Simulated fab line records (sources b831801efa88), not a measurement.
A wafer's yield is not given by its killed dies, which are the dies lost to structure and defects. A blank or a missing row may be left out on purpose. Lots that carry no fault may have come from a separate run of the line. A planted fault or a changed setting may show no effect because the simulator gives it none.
What tool caused it? || flow gf180mcu || 14 lots, 42 wafers sampled, at 4 steps of a route of 602

## WHAT EACH GAUGE READ, for each wafer
GF_TOP_METAL_THK_MEAS_06: measures by xrf.
{"lot": "L652", "measured": "day 27 22:31", "on": "film_metro-04", "TOP_METAL_ALCU_THK (nm)": "915 913 908"}
{"lot": "L653", "measured": "day 28 09:50", "on": "film_metro-04", "TOP_METAL_ALCU_THK (nm)": "904 906 898"}
{"lot": "L654", "measured": "day 28 13:57", "on": "film_metro-02", "TOP_METAL_ALCU_THK (nm)": "893 890 894"}
{"lot": "L655", "measured": "day 28 14:36", "on": "film_metro-04", "TOP_METAL_ALCU_THK (nm)": "886 881 889"}
{"lot": "L656", "measured": "day 28 17:37", "on": "film_metro-04", "TOP_METAL_ALCU_THK (nm)": "930 901 900"}
{"lot": "L658", "measured": "day 29 04:40", "on": "film_metro-03", "TOP_METAL_ALCU_THK (nm)": "925 913 918"}
{"lot": "L657", "measured": "day 29 08:08", "on": "film_metro-04", "TOP_METAL_ALCU_THK (nm)": "908 917 910"}
{"lot": "L660", "measured": "day 29 18:47", "on": "film_metro-03", "TOP_METAL_ALCU_THK (nm)": "891 902 897"}
{"lot": "L661", "measured": "day 30 02:07", "on": "film_metro-02", "TOP_METAL_ALCU_THK (nm)": "904 907 899"}
{"lot": "L659", "measured": "day 30 02:50", "on": "film_metro-04", "TOP_METAL_ALCU_THK (nm)": "919 923 911"}
{"lot": "L662", "measured": "day 30 10:05", "on": "film_metro-02", "TOP_METAL_ALCU_THK (nm)": "921 922 923"}
{"lot": "L666", "measured": "day 31 07:37", "on": "film_metro-02", "TOP_METAL_ALCU_THK (nm)": "911 907 907"}
{"lot": "L669", "measured": "day 32 06:19", "on": "film_metro-02", "TOP_METAL_ALCU_THK (nm)": "907 907 891"}
{"lot": "L671", "measured": "day 32 14:47", "on": "film_metro-04", "TOP_METAL_ALCU_THK (nm)": "916 904 914"}

GF_PASSIVATION_BOW_MEAS_14.
{"lot": "L652", "measured": "day 29 15:46", "on": "film_metro-03", "PASSIVATION_BOW (um)": "125 129 115"}
{"lot": "L653", "measured": "day 30 03:08", "on": "film_metro-03", "PASSIVATION_BOW (um)": "121 126 134"}
{"lot": "L654", "measured": "day 30 06:43", "on": "film_metro-03", "PASSIVATION_BOW (um)": "142 129 136"}
{"lot": "L655", "measured": "day 30 07:50", "on": "film_metro-02", "PASSIVATION_BOW (um)": "130 144 120"}
{"lot": "L656", "measured": "day 30 11:20", "on": "film_metro-03", "PASSIVATION_BOW (um)": "123 133 145"}
{"lot": "L658", "measured": "day 30 21:14", "on": "film_metro-02", "PASSIVATION_BOW (um)": "123 134 124"}
{"lot": "L657", "measured": "day 31 00:18", "on": "film_metro-02", "PASSIVATION_BOW (um)": "140 142 129"}
{"lot": "L660", "measured": "day 31 10:23", "on": "film_metro-01", "PASSIVATION_BOW (um)": "112 115 116"}
{"lot": "L661", "measured": "day 31 16:32", "on": "film_metro-03", "PASSIVATION_BOW (um)": "122 123 136"}
{"lot": "L659", "measured": "day 31 17:38", "on": "film_metro-01", "PASSIVATION_BOW (um)": "126 130 130"}
{"lot": "L662", "measured": "day 32 01:01", "on": "film_metro-02", "PASSIVATION_BOW (um)": "131 138 132"}
{"lot": "L666", "measured": "day 32 20:53", "on": "film_metro-03", "PASSIVATION_BOW (um)": "135 146 137"}
{"lot": "L669", "measured": "day 33 17:01", "on": "film_metro-02", "PASSIVATION_BOW (um)": "133 138 142"}
{"lot": "L671", "measured": "day 34 01:04", "on": "film_metro-03", "PASSIVATION_BOW (um)": "140 145 134"}

## WHICH TOOL RAN EACH LOT (tool, then ch and the chambers of the sampled wafers, then the start)
{"lot": "L652", "GF_SALICIDE_SPUTTER_03": "pvd_sputter-04, day 15 21:52", "GF_TOP_METAL_SPUTTER_04": "pvd_sputter-01, day 27 22:22"}
{"lot": "L653", "GF_SALICIDE_SPUTTER_03": "pvd_sputter-04, day 16 05:53", "GF_TOP_METAL_SPUTTER_04": "pvd_sputter-01, day 28 09:40"}
{"lot": "L654", "GF_SALICIDE_SPUTTER_03": "pvd_sputter-04, day 16 14:21", "GF_TOP_METAL_SPUTTER_04": "pvd_sputter-01, day 28 13:47"}
{"lot": "L655", "GF_SALICIDE_SPUTTER_03": "pvd_sputter-04, day 16 15:04", "GF_TOP_METAL_SPUTTER_04": "pvd_sputter-04, day 28 14:27"}
{"lot": "L656", "GF_SALICIDE_SPUTTER_03": "pvd_sputter-01, day 16 17:46", "GF_TOP_METAL_SPUTTER_04": "pvd_sputter-02, day 28 17:28"}
{"lot": "L658", "GF_SALICIDE_SPUTTER_03": "pvd_sputter-04, day 17 06:47", "GF_TOP_METAL_SPUTTER_04": "pvd_sputter-02, day 29 04:31"}
{"lot": "L657", "GF_SALICIDE_SPUTTER_03": "pvd_sputter-04, day 17 09:56", "GF_TOP_METAL_SPUTTER_04": "pvd_sputter-04, day 29 07:58"}
{"lot": "L660", "GF_SALICIDE_SPUTTER_03": "pvd_sputter-04, day 18 01:10", "GF_TOP_METAL_SPUTTER_04": "pvd_sputter-01, day 29 18:38"}
{"lot": "L661", "GF_SALICIDE_SPUTTER_03": "pvd_sputter-04, day 18 09:31", "GF_TOP_METAL_SPUTTER_04": "pvd_sputter-01, day 30 01:58"}
{"lot": "L659", "GF_SALICIDE_SPUTTER_03": "pvd_sputter-01, day 18 09:58", "GF_TOP_METAL_SPUTTER_04": "pvd_sputter-02, day 30 02:42"}
{"lot": "L662", "GF_SALICIDE_SPUTTER_03": "pvd_sputter-01, day 18 19:00", "GF_TOP_METAL_SPUTTER_04": "pvd_sputter-02, day 30 09:56"}
{"lot": "L666", "GF_SALICIDE_SPUTTER_03": "pvd_sputter-04, day 19 23:29", "GF_TOP_METAL_SPUTTER_04": "pvd_sputter-04, day 31 07:28"}
{"lot": "L669", "GF_SALICIDE_SPUTTER_03": "pvd_sputter-04, day 21 06:14", "GF_TOP_METAL_SPUTTER_04": "pvd_sputter-02, day 32 06:10"}
{"lot": "L671", "GF_SALICIDE_SPUTTER_03": "pvd_sputter-02, day 21 18:22", "GF_TOP_METAL_SPUTTER_04": "pvd_sputter-01, day 32 14:38"}
- GF_SALICIDE_SPUTTER_03: material TiN, target thk 20 nm, time 16.44 s.
- GF_TOP_METAL_SPUTTER_04: material TiN, target thk 25 nm, time 20.8 s.

## WHAT THE TOOLS THEMSELVES READ (means of the sampled wafers that have a number; where no wafer has one, the mark that the record gives instead)
GF_SALICIDE_SPUTTER_03.
{"lot": "L652", "tool": "pvd_sputter-04", "cathode_dc_power_W (W)": 6499.8, "throttle_valve_pct (%)": 30.8}
{"lot": "L653", "tool": "pvd_sputter-04", "cathode_dc_power_W (W)": 6499.2, "throttle_valve_pct (%)": 31.0}
{"lot": "L654", "tool": "pvd_sputter-04", "cathode_dc_power_W (W)": 6500.4, "throttle_valve_pct (%)": 30.7}
{"lot": "L655", "tool": "pvd_sputter-04", "cathode_dc_power_W (W)": 6499.3, "throttle_valve_pct (%)": 30.3}
{"lot": "L656", "tool": "pvd_sputter-01", "cathode_dc_power_W (W)": 6499.6, "throttle_valve_pct (%)": 30.0}
{"lot": "L658", "tool": "pvd_sputter-04", "cathode_dc_power_W (W)": 6500.3, "throttle_valve_pct (%)": 31.0}
{"lot": "L657", "tool": "pvd_sputter-04", "cathode_dc_power_W (W)": 6499.8, "throttle_valve_pct (%)": 30.8}
{"lot": "L660", "tool": "pvd_sputter-04", "cathode_dc_power_W (W)": 6499.0, "throttle_valve_pct (%)": 30.8}
{"lot": "L661", "tool": "pvd_sputter-04", "cathode_dc_power_W (W)": 6500.2, "throttle_valve_pct (%)": 30.8}
{"lot": "L659", "tool": "pvd_sputter-01", "cathode_dc_power_W (W)": 6498.2, "throttle_valve_pct (%)": 30.2}
{"lot": "L662", "tool": "pvd_sputter-01", "cathode_dc_power_W (W)": 6500.7, "throttle_valve_pct (%)": 29.1}
{"lot": "L666", "tool": "pvd_sputter-04", "cathode_dc_power_W (W)": 6500.1, "throttle_valve_pct (%)": 30.6}
{"lot": "L669", "tool": "pvd_sputter-04", "cathode_dc_power_W (W)": 6499.7, "throttle_valve_pct (%)": 30.4}
{"lot": "L671", "tool": "pvd_sputter-02", "cathode_dc_power_W (W)": 6501.4, "throttle_valve_pct (%)": 29.7}

GF_TOP_METAL_SPUTTER_04.
{"lot": "L652", "tool": "pvd_sputter-01", "cathode_dc_power_W (W)": 6499.6, "throttle_valve_pct (%)": 28.7}
{"lot": "L653", "tool": "pvd_sputter-01", "cathode_dc_power_W (W)": 6499.9, "throttle_valve_pct (%)": 27.7}
{"lot": "L654", "tool": "pvd_sputter-01", "cathode_dc_power_W (W)": 6499.9, "throttle_valve_pct (%)": 28.5}
{"lot": "L655", "tool": "pvd_sputter-04", "cathode_dc_power_W (W)": 6500.1, "throttle_valve_pct (%)": 30.6}
{"lot": "L656", "tool": "pvd_sputter-02", "cathode_dc_power_W (W)": 6499.3, "throttle_valve_pct (%)": 29.8}
{"lot": "L658", "tool": "pvd_sputter-02", "cathode_dc_power_W (W)": 6499.7, "throttle_valve_pct (%)": 29.7}
{"lot": "L657", "tool": "pvd_sputter-04", "cathode_dc_power_W (W)": 6500.1, "throttle_valve_pct (%)": 31.2}
{"lot": "L660", "tool": "pvd_sputter-01", "cathode_dc_power_W (W)": 6501.1, "throttle_valve_pct (%)": 29.6}
{"lot": "L661", "tool": "pvd_sputter-01", "cathode_dc_power_W (W)": 6499.1, "throttle_valve_pct (%)": 29.9}
{"lot": "L659", "tool": "pvd_sputter-02", "cathode_dc_power_W (W)": 6500.3, "throttle_valve_pct (%)": 29.1}
{"lot": "L662", "tool": "pvd_sputter-02", "cathode_dc_power_W (W)": 6499.9, "throttle_valve_pct (%)": 30.0}
{"lot": "L666", "tool": "pvd_sputter-04", "cathode_dc_power_W (W)": 6500.1, "throttle_valve_pct (%)": 30.6}
{"lot": "L669", "tool": "pvd_sputter-02", "cathode_dc_power_W (W)": 6500.1, "throttle_valve_pct (%)": 29.2}
{"lot": "L671", "tool": "pvd_sputter-01", "cathode_dc_power_W (W)": 6500.1, "throttle_valve_pct (%)": 28.6}

## THE ANSWER, worked out from the rows above alone
Rule: what is usual is taken from the lots themselves. Put in order of their means at a reading, lots are off if they are a third of the lots or fewer, leave a main group of 4 or more, and stand apart from it by a gap of 3 or more times the standard deviation of the main group's means; of several such gaps the widest counts. If all means in a main group match to the digits the tables above print for the reading, that group is not used. Also off: a lot with no number at a reading for which 4 or more lots have one. Any other lot the step has rows for is counted as sound. The gauges are gone through in route order, then the tools' own readings, and for those a lot's mean is taken as printed above. At the first step where some lot is off, the reading lying furthest off is the one used; lots without a number count as furthest.
No lot is off at any reading shown: from this, nothing can be told.

## WHAT WAS PUT IN BY THE SIMULATOR
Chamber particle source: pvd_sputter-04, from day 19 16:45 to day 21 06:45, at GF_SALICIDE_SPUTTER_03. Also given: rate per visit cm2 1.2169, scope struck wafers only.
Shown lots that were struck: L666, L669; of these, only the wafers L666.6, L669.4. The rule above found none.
